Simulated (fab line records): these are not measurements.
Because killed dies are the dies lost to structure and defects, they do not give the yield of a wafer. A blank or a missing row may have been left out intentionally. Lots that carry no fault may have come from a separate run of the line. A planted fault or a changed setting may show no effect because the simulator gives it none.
Matching of chambers :: flow sky130 :: cmp-02 running SKY_CONTACT_CMP_27: 4 sister chambers
The step polishes, stops on SiO2, t overpolish 15 s, target thk 0 nm. 8 wafers are shown with their chamber, then 8 later ones without.

WAFERS WITH THEIR CHAMBER
wafer: L220.6
chamber: 2
motor-current-A (A): 12.0
slurry-filter-dp-kPa (kPa): 13.57

wafer: L234.1
chamber: 0
motor-current-A (A): 11.5
slurry-filter-dp-kPa (kPa): 13.32

wafer: L234.4
chamber: 2
motor-current-A (A): 12.7
slurry-filter-dp-kPa (kPa): 13.69

wafer: L235.5
chamber: 1
motor-current-A (A): 10.9
slurry-filter-dp-kPa (kPa): 13.42

wafer: L239.1
chamber: 0
motor-current-A (A): 11.6
slurry-filter-dp-kPa (kPa): 13.34

wafer: L239.3
chamber: 1
motor-current-A (A): 10.6
slurry-filter-dp-kPa (kPa): 13.33

wafer: L239.5
chamber: 3
motor-current-A (A): 12.3
slurry-filter-dp-kPa (kPa): 13.36

wafer: L240.3
chamber: 3
motor-current-A (A): 11.9
slurry-filter-dp-kPa (kPa): 13.21

WAFERS WITH NO CHAMBER GIVEN
wafer: L240.4
motor-current-A (A): 11.9
slurry-filter-dp-kPa (kPa): 13.44

wafer: L240.5
motor-current-A (A): 12.1
slurry-filter-dp-kPa (kPa): 13.70

wafer: L241.2
motor-current-A (A): 11.9
slurry-filter-dp-kPa (kPa): 13.49

wafer: L241.3
motor-current-A (A): 11.5
slurry-filter-dp-kPa (kPa): 13.30

wafer: L241.4
motor-current-A (A): 10.9
slurry-filter-dp-kPa (kPa): 13.48

wafer: L242.1
motor-current-A (A): 11.6
slurry-filter-dp-kPa (kPa): 13.70

wafer: L242.3
motor-current-A (A): 11.7
slurry-filter-dp-kPa (kPa): 13.49

wafer: L242.4
motor-current-A (A): 12.2
slurry-filter-dp-kPa (kPa): 13.52

EACH ONE'S CHAMBER
wafer: L240.4
from the rows above: can't be placed: 0 or 3 or 2 or 1
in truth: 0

wafer: L240.5
from the rows above: 2
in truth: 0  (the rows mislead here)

wafer: L241.2
from the rows above: can't be placed: 2 or 0 or 3 or 1
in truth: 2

wafer: L241.3
from the rows above: can't be placed: 0 or 3
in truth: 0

wafer: L241.4
from the rows above: can't be placed: 1 or 0
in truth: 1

wafer: L242.1
from the rows above: 2
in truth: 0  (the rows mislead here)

wafer: L242.3
from the rows above: can't be placed: 0 or 2 or 3 or 1
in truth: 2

wafer: L242.4
from the rows above: can't be placed: 2 or 3 or 0
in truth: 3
Placed correctly: 0 of 8. Cannot be placed on the basis of these rows: 6; the candidates contain the true chamber in 6. Number placed wrongly: 2.
How it was worked out, from the rows above alone: a wafer's distance from a chamber is the root of the sum, over the readings, of the square of ((its reading less the chamber's mean) divided by the reading's scatter). If the next closest chamber is less than 2 further off than the closest, the wafer can't be placed; otherwise it belongs to the closest. A chamber's mean is the mean of its shown wafers. The scatter is the square root of a quotient: the sum, over the shown wafers, of each reading's squared deviation from its chamber's mean, divided by wafers minus chambers.
